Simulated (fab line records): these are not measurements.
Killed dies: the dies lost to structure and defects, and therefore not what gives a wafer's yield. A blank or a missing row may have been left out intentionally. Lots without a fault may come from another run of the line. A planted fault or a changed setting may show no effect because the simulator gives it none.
One fault through the eyes of 2 desks :: flow sky130 :: what lay behind the numbers comes last; until then each desk has only its own

METROLOGY DESK
What the gauges read for every lot (on any tool): the sampled wafers with a number, averaged. If a lot's mean is further than 4 standard deviations from the usual mean, the lot is out of limits and carries the mark OUT (the distance appears in the brackets).
Columns: A = VIA4_HDPCVD_THK at SKY_VIA4_THK_MEAS_01, usual 1746 nm; B = VIA4_BOW at SKY_VIA4_BOW_MEAS_03, usual 82 um; C = VIA4_OVL at SKY_VIA4_OVL_MEAS_11, usual 0.2 nm
lot: L979
first seen here: day 44 07:32
A: 1738
B: 78
C: -0.2

lot: L980
first seen here: day 44 09:50
A: 1744
B: 79
C: 1.0

lot: L987
first seen here: day 46 09:41
A: 1726
B: 88
C: -1.2

lot: L988
first seen here: day 46 14:53
A: 1746
B: 74
C: -0.9

lot: L990
first seen here: day 46 21:16
A: 1734
B: 85
C: -1.9

lot: L994
first seen here: day 47 23:04
A: 1758
B: 77
C: 1.5

lot: L993
first seen here: day 48 05:40
A: 1749
B: 76
C: 0.7
This desk's finding: nothing out of limits on any of the 7 lots.

THE TOOL OWNER'S DESK: iline_stepper-02
The tool's own readings at SKY_VIA4_EXPOSE_08 (exposes mask VIM4, target cd 800 nm): means of the sampled wafers that have a number, for each lot that ran on this tool. If a lot's mean is further than 4 standard deviations from the usual mean, the lot is out of limits and carries the mark OUT (the distance appears in the brackets).
Columns: A = exposure_dose_mJ_cm2 at SKY_VIA4_EXPOSE_08, usual 132.01
lot: L979
first seen here: day 44 19:19
A: 132.04

lot: L987
first seen here: day 46 21:19
A: 120.42 (-97) OUT

lot: L988
first seen here: day 47 01:37
A: 120.30 (-98) OUT

lot: L990
first seen here: day 47 08:05
A: 120.31 (-97) OUT
This desk finds L987, L988, L990 out of limits, L987 being first, at day 46 21:19 (exposure_dose_mJ_cm2 at SKY_VIA4_EXPOSE_08). L979 stayed within limits.

BROUGHT TOGETHER
On L987, L988, L990, at day 46 21:19, an alarm was possible from the tool owner's desk.
Metrology desk: nothing out of limits seen.
The metrology desk has L987, L988, L990 on record, within its limits.
The lots listed all ran SKY_VIA4_EXPOSE_08 on iline_stepper-02.

WHAT THE SIMULATOR HAD PUT IN
Drift in process parameters on iline_stepper-02 at SKY_VIA4_EXPOSE_08, starting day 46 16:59. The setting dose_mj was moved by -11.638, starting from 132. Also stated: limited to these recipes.
Struck lots among those shown: L987, L988, L990.
Delay in hours, fault start to first out-of-limits reading, by desk: the tool owner's desk at 4.
